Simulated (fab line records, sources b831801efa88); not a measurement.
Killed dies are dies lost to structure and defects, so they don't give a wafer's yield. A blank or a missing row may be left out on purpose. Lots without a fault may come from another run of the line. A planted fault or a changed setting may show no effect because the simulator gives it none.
fab line records | flow gf180mcu
record lots=12 wafers=36 last_day=34
route steps=602 shown VT_IMPLANT@108 POLY_GATE@167 NSD@244 CONTACT@301
lots that met no fault: from a run of the same line without faults
start_h: hours from the record's first day to the start of the lot's first wafer shown | wait_h: hours since the lot's step before | " the same as in the row above | L1.1+2: a row that stands for several wafers | - no value, or no start given | * or withheld: withheld | < > ~ a bound
route shown NAME@n: a module of which the file shows steps, and the number in the route of the first | usual: mean/standard deviation of fault-free wafers | same: alike in all rows | chamber/n: place in a boat | sites: the reading at each site | _std_site: their standard deviation | _edge_site: outer sites' mean less inner sites' | radius_mm: how far each site lies from the wafer's centre | mask NAME#n: copy n | behind: the tool/chamber that last shaped the wafer | hold: why the lot was held/for how many hours/how that ended | device: the transistor (n, p or np) that didn't switch | end of line: the same wafers' tests at the end of the route | a step without rows: its recipe alone | killed: dies lost to structure and defects at the first sort, not the wafer's yield | map: a wafer's dies, x killed, . not, _ none there
set.NAME: the setting as run; set.NAME@STEP: as run at that earlier step | model.NAME: the simulator's own value behind a step, which no gauge read
steps of the route over a sample of lots; a table a step, a row a wafer
services: from which hour (start_h, from the record's first day; less than 0 if before it) a tool's chamber was out of use, for how many hours, and why
## steps
# step GF_VT_IMPLANT_OVL_MEAS_18
# usual VT_IMPLANT_01_OVL=0.6/1.6
# columns lot.wafer tool chamber start_h wait_h VT_IMPLANT_01_OVL[nm]
L984.1 overlay-02 - 138.15 0.1 2.1
L984.3 " - " " 0.5
L984.5 " - " " 1.2
L987.2 overlay-02 - 158.16 0.1 -2.5
L987.5 " - " " -1.1
L987.6 " - " " -2.6
L988.1 overlay-01 - 164.51 0.1 0.2
L988.3 " - " " -1.2
L988.5 " - " " 1.4
L989.1 overlay-02 - 170.55 0.1 5.1
L989.5 " - " " 3.2
L989.6 " - " " 3.8
L997.3 overlay-01 - 220.71 0.1 -1.3
L997.4 " - " " -1.8
L997.6 " - " " -1.6
L998.3 overlay-01 - 228.46 0.1 -1.2
L998.5 " - " " -0.4
L998.6 " - " " 0.0
L999.1 overlay-02 - 232.95 0.1 1.4
L999.3 " - " " 1.7
L999.4 " - " " 1.4
L100.2 overlay-02 - 240.26 0.1 -0.1
L100.4 " - " " -1.1
L100.6 " - " " -0.7
L101.3 overlay-02 - 244.11 0.1 -1.2
L101.5 " - " " -0.3
L101.6 " - " " 0.1
L103.3 overlay-01 - 258.97 0.1 -1.0
L103.4 " - " " -1.3
L103.6 " - " " -0.7
L104.1 overlay-02 - 264.40 0.1 0.7
L104.5 " - " " 0.7
L104.6 " - " " -0.6
L105.2 overlay-01 - 270.56 0.1 -0.5
L105.3 " - " " 0.3
L105.4 " - " " 1.3
# step GF_POLY_GATE_CD_MEAS_10
# recipe target_cd_nm=280
# usual cd_nm=279.6/1.4
# columns lot.wafer tool chamber start_h wait_h cd_nm
L984.1 cd_sem-01 - 210.45 0.1 279.2
L984.3 " - " " 279.5
L984.5 " - " " 281.2
L987.2 cd_sem-02 - 232.67 0.1 277.7
L987.5 " - " " 277.7
L987.6 " - " " 277.8
L988.1 cd_sem-02 - 241.17 0.1 279.0
L988.3 " - " " 280.0
L988.5 " - " " 279.0
L989.1 cd_sem-02 - 246.40 0.1 278.8
L989.5 " - " " 280.0
L989.6 " - " " 278.7
L997.3 cd_sem-02 - 304.76 0.1 280.3
L997.4 " - " " 280.3
L997.6 " - " " 279.2
L998.3 cd_sem-02 - 312.51 0.1 277.0
L998.5 " - " " 278.1
L998.6 " - " " 277.5
L999.1 cd_sem-01 - 317.45 0.1 279.3
L999.3 " - " " 279.6
L999.4 " - " " 279.9
L100.2 cd_sem-01 - 328.49 0.1 279.0
L100.4 " - " " 278.2
L100.6 " - " " 278.3
L101.3 cd_sem-01 - 332.74 0.1 282.3
L101.5 " - " " 282.3
L101.6 " - " " 281.3
L103.3 cd_sem-01 - 347.54 0.1 277.9
L103.4 " - " " 278.4
L103.6 " - " " 279.3
L104.1 cd_sem-01 - 352.95 0.1 281.4
L104.5 " - " " 281.2
L104.6 " - " " 281.0
L105.2 cd_sem-01 - 359.27 0.1 279.3
L105.3 " - " " 279.7
L105.4 " - " " 278.5
# step GF_NSD_IMPLANT_09
# recipe species=As energy_kev=60 dose_cm2=4e+15 tilt_deg=7
# usual beam_energy_keV=60.003/0.022 beam_on_s=17.4/1.1 tilt_deg=7.000/0.019
# columns lot.wafer tool chamber start_h wait_h beam_energy_keV beam_on_s tilt_deg
L984.1 implanter-01 0 312.31 0.0 60.000 16.8 7.012
L984.3 " 0 " " 59.996 17.3 7.003
L984.5 " 0 " " 59.980 16.7 7.015
L987.2 implanter-01 0 339.33 0.0 52.512 16.6 6.988
L987.5 " 0 " " 52.518 16.5 6.991
L987.6 " 0 " " 52.499 16.6 6.974
L988.1 implanter-01 0 348.75 0.0 52.543 16.8 7.000
L988.3 " 0 " " 52.509 16.5 6.967
L988.5 " 0 " " 52.524 16.6 6.973
L989.1 implanter-04 0 356.16 0.0 60.002 19.4 7.019
L989.5 " 0 " " 60.044 19.6 7.014
L989.6 " 0 " " 60.027 19.4 7.019
L997.3 implanter-04 0 420.80 0.1 59.988 18.6 7.011
L997.4 " 0 " " 60.015 18.7 7.016
L997.6 " 0 " " 60.006 19.5 7.009
L998.3 implanter-01 0 430.36 0.1 60.029 16.6 6.971
L998.5 " 0 " " 60.011 16.4 6.999
L998.6 " 0 " " 59.971 17.1 6.988
L999.1 implanter-04 0 436.20 0.0 60.010 19.0 6.991
L999.3 " 0 " " 59.994 19.3 7.018
L999.4 " 0 " " 60.005 18.6 7.015
L100.2 implanter-04 0 449.45 0.0 60.006 18.4 6.992
L100.4 " 0 " " 60.003 19.4 7.004
L100.6 " 0 " " 60.022 19.2 7.043
L101.3 implanter-01 0 454.05 0.1 59.956 17.0 6.995
L101.5 " 0 " " 59.974 16.6 7.006
L101.6 " 0 " " 59.948 16.7 6.998
L103.3 implanter-01 0 469.70 0.1 60.002 16.6 6.985
L103.4 " 0 " " 60.038 17.2 6.992
L103.6 " 0 " " 60.026 16.7 7.016
L104.1 implanter-01 0 477.26 0.0 60.007 16.8 6.957
L104.5 " 0 " " 60.017 16.3 6.962
L104.6 " 0 " " 59.996 16.9 6.990
L105.2 implanter-03 0 483.43 0.0 60.014 19.0 6.990
L105.3 " 0 " " 60.002 18.8 6.974
L105.4 " 0 " " 60.023 18.8 6.996
# step GF_NSD_STRIP_11
# recipe chemistry=O2/N2 power_w=1400 pressure_mtorr=1500 platen_temp_c=250 o2_flow_sccm=3000 n2_flow_sccm=300 overash_fraction=0.5
# usual drypump_motor_current_A=5.81/0.25 heater_power_w=338/20 oes_product_au=0.487/0.0043 strip_time_to_endpoint_s=22.97/0.035
# columns lot.wafer tool chamber start_h wait_h drypump_motor_current_A heater_power_w oes_product_au rf_hours_counter_h strip_time_to_endpoint_s
L984.1 plasma_asher-04 1 312.61 0.1 5.91 316 0.485 54 23.01
L984.3 " 1 " " 5.92 328 0.489 - 22.98
L984.5 " 0 " " 5.74 357 0.485 - 22.97
L987.2 plasma_asher-04 0 339.60 0.1 5.74 356 0.493 57 21.97
L987.5 " 1 " " 5.94 320 0.502 - 21.97
L987.6 " 0 " " 5.75 351 0.499 - 22.00
L988.1 plasma_asher-02 0 349.05 0.1 5.54 312 0.486 18 22.00
L988.3 " 1 " " 6.16 374 0.495 - 21.96
L988.5 " 0 " " 5.53 309 0.498 - 21.94
L989.1 plasma_asher-04 1 356.46 0.1 5.93 326 0.486 59 22.92
L989.5 " 0 " " 5.72 340 0.479 - 22.94
L989.6 " 1 " " 5.96 323 0.485 - 22.98
L997.3 plasma_asher-03 0 421.09 0.1 5.49 328 0.490 - 22.92
L997.4 " 1 " " 6.04 347 0.485 - 22.94
L997.6 " 1 " " 6.04 356 0.482 - 22.90
L998.3 plasma_asher-03 1 430.64 0.1 6.05 334 0.476 - 22.94
L998.5 " 0 " " 5.47 329 0.486 - 22.89
L998.6 " 1 " " 6.03 331 0.488 - 22.92
L999.1 plasma_asher-03 1 436.50 0.1 6.03 336 0.486 1 22.94
L999.3 " 0 " " 5.48 334 0.492 - 22.92
L999.4 " 1 " " 6.04 330 0.488 - 22.90
L100.2 plasma_asher-04 0 449.72 0.1 5.74 357 0.483 68 22.98
L100.4 " 0 " " 5.72 347 0.484 - 22.97
L100.6 " 1 " " 5.91 323 0.480 - 22.96
L101.3 plasma_asher-02 0 454.34 0.1 5.47 307 0.484 - 22.99
L101.5 " 1 " " 6.18 380 0.488 - 22.98
L101.6 " 0 " " 5.54 321 0.493 - 22.95
L103.3 plasma_asher-03 0 469.99 0.1 5.48 333 0.480 - 23.04
L103.4 " 1 " " 6.03 327 0.478 - 23.00
L103.6 " 1 " " 6.02 339 0.491 - 23.02
L104.1 plasma_asher-03 1 477.56 0.1 6.03 325 0.485 5 22.97
L104.5 " 0 " " 5.46 339 0.492 - 22.97
L104.6 " 1 " " 6.04 335 0.491 - 22.99
L105.2 plasma_asher-03 0 483.70 0.1 5.50 333 0.482 6 22.97
L105.3 " 1 " " 6.03 326 0.486 - 22.99
L105.4 " 0 " " 5.49 343 0.492 - 22.97
# step GF_PSD_RS_MEAS_14
# recipe thk_meas_gauge=four-point-probe
# usual NSD_RS=46.09/0.095
# columns lot.wafer tool chamber start_h wait_h NSD_RS[ohm/sq]
L984.1 film_metro-02 - 334.25 0.3 46.12
L984.3 " - " " 46.08
L984.5 " - " " 46.10
L987.2 film_metro-04 - 361.79 0.1 48.35
L987.5 " - " " 48.36
L987.6 " - " " 48.34
L988.1 film_metro-02 - 370.97 0.1 48.29
L988.3 " - " " 48.42
L988.5 " - " " 48.31
L989.1 film_metro-01 - 379.22 0.1 45.97
L989.5 " - " " 46.17
L989.6 " - " " 46.24
L997.3 film_metro-02 - 446.09 0.1 46.19
L997.4 " - " " 46.21
L997.6 " - " " 46.13
L998.3 film_metro-01 - 455.49 0.1 46.10
L998.5 " - " " 46.04
L998.6 " - " " 46.21
L999.1 film_metro-04 - 461.35 0.1 46.11
L999.3 " - " " 46.10
L999.4 " - " " 46.24
L100.2 film_metro-04 - 474.12 0.1 46.06
L100.4 " - " " 46.08
L100.6 " - " " 46.10
L101.3 film_metro-01 - 479.34 0.1 46.04
L101.5 " - " " 46.03
L101.6 " - " " 46.11
L103.3 film_metro-02 - 495.09 0.1 45.97
L103.4 " - " " 46.04
L103.6 " - " " 46.02
L104.1 film_metro-04 - 502.55 0.1 46.25
L104.5 " - " " 46.09
L104.6 " - " " 46.06
L105.2 film_metro-02 - 508.14 0.1 46.01
L105.3 " - " " 46.02
L105.4 " - " " 45.99
# step GF_CONTACT_CD_MEAS_14
# recipe target_cd_nm=220
# usual cd_nm=220.0/1.3
# columns lot.wafer tool chamber start_h wait_h cd_nm
L984.1 cd_sem-02 - 380.10 0.1 220.3
L984.3 " - " " 219.9
L984.5 " - " " 218.6
L987.2 cd_sem-01 - 409.72 0.1 218.5
L987.5 " - " " 220.0
L987.6 " - " " 219.3
L988.1 cd_sem-02 - 418.65 0.1 219.3
L988.3 " - " " 220.2
L988.5 " - " " 220.5
L989.1 cd_sem-02 - 427.60 0.1 218.7
L989.5 " - " " 220.1
L989.6 " - " " 219.7
L997.3 cd_sem-02 - 497.09 0.1 219.4
L997.4 " - " " 219.5
L997.6 " - " " 220.3
L998.3 cd_sem-02 - 505.91 0.1 220.2
L998.5 " - " " 219.5
L998.6 " - " " 219.1
L999.1 cd_sem-01 - 511.47 0.1 219.0
L999.3 " - " " 217.8
L999.4 " - " " 220.3
L100.2 cd_sem-02 - 523.57 0.1 220.6
L100.4 " - " " 220.3
L100.6 " - " " 221.0
L101.3 cd_sem-02 - 528.38 0.1 219.4
L101.5 " - " " 220.3
L101.6 " - " " 220.5
L103.3 cd_sem-01 - 542.96 0.1 218.9
L103.4 " - " " 218.3
L103.6 " - " " 218.8
L104.1 cd_sem-01 - 551.34 0.1 218.7
L104.5 " - " " 218.8
L104.6 " - " " 219.2
L105.2 cd_sem-01 - 555.72 0.1 218.3
L105.3 " - " " 219.9
L105.4 " - " " 219.0
## services
# columns tool chamber start_h hours kind
implanter-03 - 301.30 1.1 repair
implanter-04 - 303.81 2.5 repair
plasma_asher-04 - 321.17 0.9 repair
implanter-04 - 342.61 4.5 pm
plasma_asher-03 - 382.64 2.8 pm
implanter-01 - 386.48 3.6 repair
implanter-04 - 403.04 0.5 repair
implanter-01 - 408.85 0.9 repair
plasma_asher-03 - 421.25 9.0 pm
plasma_asher-03 0 421.25 9.0 vent_cycle
plasma_asher-03 1 421.25 9.0 vent_cycle
plasma_asher-03 0 430.25 - clean
plasma_asher-03 1 430.25 - clean
plasma_asher-04 - 451.57 2.8 pm
implanter-03 - 455.26 4.2 repair
implanter-01 - 477.84 6.3 pm
## key
first_sign step=GF_NSD_IMPLANT_09 reading=beam_energy_keV direction=down sigmas=99+ usual=60.003 struck=52.517
effect step=GF_NSD_STRIP_11 reading=strip_time_to_endpoint_s direction=down sigmas=28 usual=* struck=*
effect step=GF_PSD_RS_MEAS_14 reading=NSD_RS direction=up sigmas=24 usual=46.09 struck=48.35
met_at GF_NSD_IMPLANT_09
struck_lots L987,L988
tester_left_out L987,L988
not_acting_at GF_VT_IMPLANT_OVL_MEAS_18,GF_POLY_GATE_CD_MEAS_10,GF_CONTACT_CD_MEAS_14
onset_between 312.31 339.33
fault kind=process_parameter_drift tool=implanter-01 chamber=- onset_h=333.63 steps=GF_NSD_IMPLANT_09 channel=energy_kev offset=-7.495 shape=step end_h=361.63 acts_in=these_recipes_only stated=60
# tester_left_out: of these lots the tester's yield and bins aren't shown, on N5 and GAA mostly nor the transistor test; their killed dies are dies lost to structure and defects alone, not to doping, threshold or leakage, so they don't give the yield
